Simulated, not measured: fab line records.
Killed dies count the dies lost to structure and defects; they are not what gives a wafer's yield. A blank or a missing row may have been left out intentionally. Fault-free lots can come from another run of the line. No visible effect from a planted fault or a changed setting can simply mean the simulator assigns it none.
Which tool did it?    flow gf180mcu    12 lots with 36 wafers sampled at 6 steps, on a route of 602 steps

## WHAT EACH GAUGE READ, for each wafer
GF_STI_THK_MEAS_04.
lot   measured     on             STI_CVD_03_THK (nm)
L602  day 1 13:34  film_metro-02  209.7 207.6 209.0
L604  day 1 23:34  film_metro-04  207.0 206.9 205.7
L605  day 2 04:35  film_metro-02  206.2 206.3 207.0
L606  day 2 10:25  film_metro-01  205.4 204.9 205.9
L607  day 2 14:39  film_metro-04  207.3 205.1 208.0
L608  day 2 19:34  film_metro-04  207.2 206.0 205.8
L609  day 3 02:01  film_metro-04  205.0 207.8 206.9
L612  day 3 15:34  film_metro-01  196.1 184.7 178.0
L613  day 3 20:41  film_metro-01  166.0 192.9 196.7
L616  day 4 13:14  film_metro-01  203.7 202.8 202.2
L620  day 5 08:05  film_metro-04  207.4 207.1 209.3
L625  day 6 08:34  film_metro-02  210.0 208.0 208.3

GF_VT_IMPLANT_RS_MEAS_46: measurement is done with a four-point probe.
lot   measured      on             MVSD_RS (ohm/sq)
L602  day 7 12:29   film_metro-03  457.4 457.6 457.4
L604  day 8 02:13   film_metro-01  458.5 457.5 458.8
L605  day 8 06:40   film_metro-03  457.2 458.6 457.9
L606  day 8 18:47   film_metro-03  455.2 457.4 455.6
L607  day 8 23:53   film_metro-04  455.3 454.6 455.4
L608  day 9 03:56   film_metro-03  458.2 456.9 457.0
L609  day 9 11:43   film_metro-03  456.4 456.6 456.3
L612  day 10 11:34  film_metro-03  458.2 457.0 457.8
L613  day 10 17:06  film_metro-04  454.7 455.4 453.5
L616  day 11 13:17  film_metro-03  456.5 458.0 457.8
L620  day 12 13:59  film_metro-04  455.6 455.6 455.8
L625  day 14 01:10  film_metro-04  457.5 457.2 459.2

GF_VT_IMPLANT_RS_MEAS_49: measurement is done with a four-point probe.
lot   measured      on             MVPSD_RS (ohm/sq)
L602  day 7 12:51   film_metro-03  1169.4 1168.8 1168.9
L604  day 8 02:35   film_metro-01  1170.3 1171.2 1170.0
L605  day 8 07:02   film_metro-03  1170.6 1169.6 1169.7
L606  day 8 19:09   film_metro-03  1168.5 1164.8 1169.0
L607  day 9 00:14   film_metro-04  1167.5 1165.4 1166.4
L608  day 9 04:18   film_metro-03  1168.2 1167.8 1168.0
L609  day 9 12:05   film_metro-03  1167.0 1171.6 1169.7
L612  day 10 11:55  film_metro-03  1172.0 1171.8 1169.6
L613  day 10 17:28  film_metro-04  1164.0 1163.1 1164.3
L616  day 11 13:39  film_metro-03  1168.5 1166.0 1167.4
L620  day 12 14:21  film_metro-04  1164.9 1167.8 1166.4
L625  day 14 01:31  film_metro-04  1168.1 1166.1 1169.6

GF_DUAL_GATE_OVL_MEAS_11.
lot   measured      on          DUAL_GATE_OVL (nm)
L602  day 8 06:27   overlay-02  1.1 2.2 1.4
L604  day 8 21:09   overlay-02  0.2 -0.7 1.0
L605  day 9 05:33   overlay-02  -0.6 1.4 1.2
L606  day 9 13:24   overlay-01  2.4 1.0 1.2
L607  day 9 21:19   overlay-02  -1.4 -0.5 -0.4
L608  day 9 23:39   overlay-01  1.0 -0.5 -1.4
L609  day 10 07:18  overlay-02  0.8 0.9 0.5
L612  day 11 08:40  overlay-01  -0.1 -0.9 -2.4
L613  day 11 13:43  overlay-01  0.6 -0.3 -0.5
L616  day 12 11:18  overlay-01  -1.6 -1.3 -0.8
L620  day 13 11:25  overlay-01  -0.5 1.5 1.5
L625  day 15 01:04  overlay-02  0.3 0.6 -1.2

## TOOL THAT RAN EACH LOT (tool first, then ch and the chambers of the sampled wafers, then the start)
lot   GF_STI_CVD_03               GF_STI_ETCH_13
L602  lpcvd-01 ch 0, day 1 11:34  rie_diel-03 ch 1,3, day 2 01:06
L604  lpcvd-01 ch 1, day 1 21:34  rie_diel-03 ch 0,1, day 2 11:13
L605  lpcvd-02 ch 1, day 2 02:34  rie_diel-01 ch 0,2,3, day 2 15:56
L606  lpcvd-02 ch 1, day 2 08:26  rie_diel-04 ch 0,1,3, day 2 22:58
L607  lpcvd-01 ch 1, day 2 12:40  rie_diel-03 ch 1,2,3, day 3 03:02
L608  lpcvd-01 ch 1, day 2 17:34  rie_diel-01 ch 2,3, day 3 07:47
L609  lpcvd-01 ch 0, day 3 00:02  rie_diel-01 ch 0,3, day 3 15:05
L612  lpcvd-01 ch 1, day 3 13:34  rie_diel-04 ch 0,1,3, day 4 05:07
L613  lpcvd-01 ch 1, day 3 18:41  rie_diel-04 ch 2,3, day 4 09:38
L616  lpcvd-02 ch 0, day 4 11:14  rie_diel-03 ch 0,1,2, day 5 02:58
L620  lpcvd-02 ch 0, day 5 06:05  rie_diel-01 ch 0,2, day 5 22:35
L625  lpcvd-02 ch 0, day 6 06:34  rie_diel-03 ch 1,2,3, day 6 23:52
- GF_STI_CVD_03: deposits Si3N4 from DCS/NH3, target thk 207.16 nm, time 3551 s.
- GF_STI_ETCH_13: etches the open film in CHF3/O2, stops on Si, target depth 282.31 nm, time 112.9 s.

## WHAT THE TOOLS THEMSELVES READ (means of the sampled wafers that have a number; where no wafer has one, the mark that the record gives instead)
GF_STI_CVD_03.
lot   tool      pressure_mtorr (mTorr)  spike_tc_centre_C (C)  spike_tc_lower_C (C)  spike_tc_upper_C (C)  zone_power_centre_pct (%)  zone_power_upper_pct (%)
L602  lpcvd-01  250.1                   769.2                  769.2                 768.9                 13.8                       11.6
L604  lpcvd-01  250.4                   771.0                  770.0                 770.5                 12.4                       12.1
L605  lpcvd-02  250.3                   770.1                  771.9                 770.2                 13.9                       12.0
L606  lpcvd-02  250.2                   770.3                  772.4                 770.2                 14.0                       11.9
L607  lpcvd-01  250.2                   771.5                  770.4                 771.2                 12.2                       12.0
L608  lpcvd-01  250.1                   771.6                  770.6                 769.8                 12.4                       12.0
L609  lpcvd-01  250.8                   769.1                  769.0                 767.9                 14.0                       11.7
L612  lpcvd-01  250.1                   735.8                  774.2                 774.8                 4.1                        16.1
L613  lpcvd-01  249.6                   736.7                  775.2                 775.0                 4.1                        16.2
L616  lpcvd-02  250.7                   769.9                  769.9                 769.8                 12.5                       14.0
L620  lpcvd-02  250.2                   770.7                  770.2                 770.4                 12.5                       14.0
L625  lpcvd-02  249.8                   770.9                  770.1                 770.8                 12.4                       14.0

GF_STI_ETCH_13.
lot   tool         drypump_motor_current_A (A)  oes_product_au (a.u.)  throttle_valve_pct (%)
L602  rie_diel-03  6.0                          0.832                  8.814
L604  rie_diel-03  6.1                          0.829                  8.805
L605  rie_diel-01  6.4                          0.836                  8.810
L606  rie_diel-04  5.5                          0.828                  8.814
L607  rie_diel-03  5.9                          0.838                  8.815
L608  rie_diel-01  6.3                          0.830                  8.813
L609  rie_diel-01  6.4                          0.830                  8.809
L612  rie_diel-04  5.5                          0.793                  8.803
L613  rie_diel-04  5.7                          0.784                  8.796
L616  rie_diel-03  5.8                          0.822                  8.807
L620  rie_diel-01  6.5                          0.833                  8.816
L625  rie_diel-03  5.9                          0.840                  8.816

## THE ANSWER, worked out from the rows above alone
Rule: the usual values come from the lots themselves. Put in order of their means at a reading, lots are off if they are a third of the lots or fewer, leave a main group of 4 or more, and stand apart from it by a gap of 3 or more times the standard deviation of the main group's means; of several such gaps the widest counts. The tables above print the reading to a certain number of digits; a main group whose means all agree to those digits is not used. A lot without any number at a reading at which 4 lots or more have one is off too. Any other lot the step has rows for is counted as sound. First the gauges in route order, then the tools' own readings, where a lot's mean is used as printed above. The first step at which some lot is off is used, and at that step the reading that is off furthest; a lot without a number counts as furthest.
Off: L612, L613, at GF_STI_THK_MEAS_04 (STI_CVD_03_THK). The main group: mean 206.7 nm, standard deviation 1.6.
If a tool, at a process step before that reading, ran all the lots that are off and no sound lot after the first of them, it fits. The gauges at GF_STI_THK_MEAS_04 aren't tried: what is off there is off at GF_STI_CVD_03 too, on other tools, and a gauge's error can't cause that. One fits: GF_STI_CVD_03 on lpcvd-01. A fault onset in the window from L609 (day 3 00:02, its last sound lot) to L612 (day 3 13:34, its first lot off) fits.
The tool's own readings at GF_STI_CVD_03 bear it out: on the lots that are off they differ by more than 5 times the standard deviation of the sound lots' means. spike_tc_centre_C reads 736.2 C there against 770.4 C on the sound lots; spike_tc_upper_C reads 774.9 C there against 770.0 C on the sound lots; zone_power_centre_pct reads 4.1 % there against 13.0 % on the sound lots.

## WHAT THE SIMULATOR HAD PUT IN
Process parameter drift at GF_STI_CVD_03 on lpcvd-01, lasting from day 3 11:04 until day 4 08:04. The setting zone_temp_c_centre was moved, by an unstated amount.
Struck lots among those shown: L612, L613. The rule given above showed the same thing.
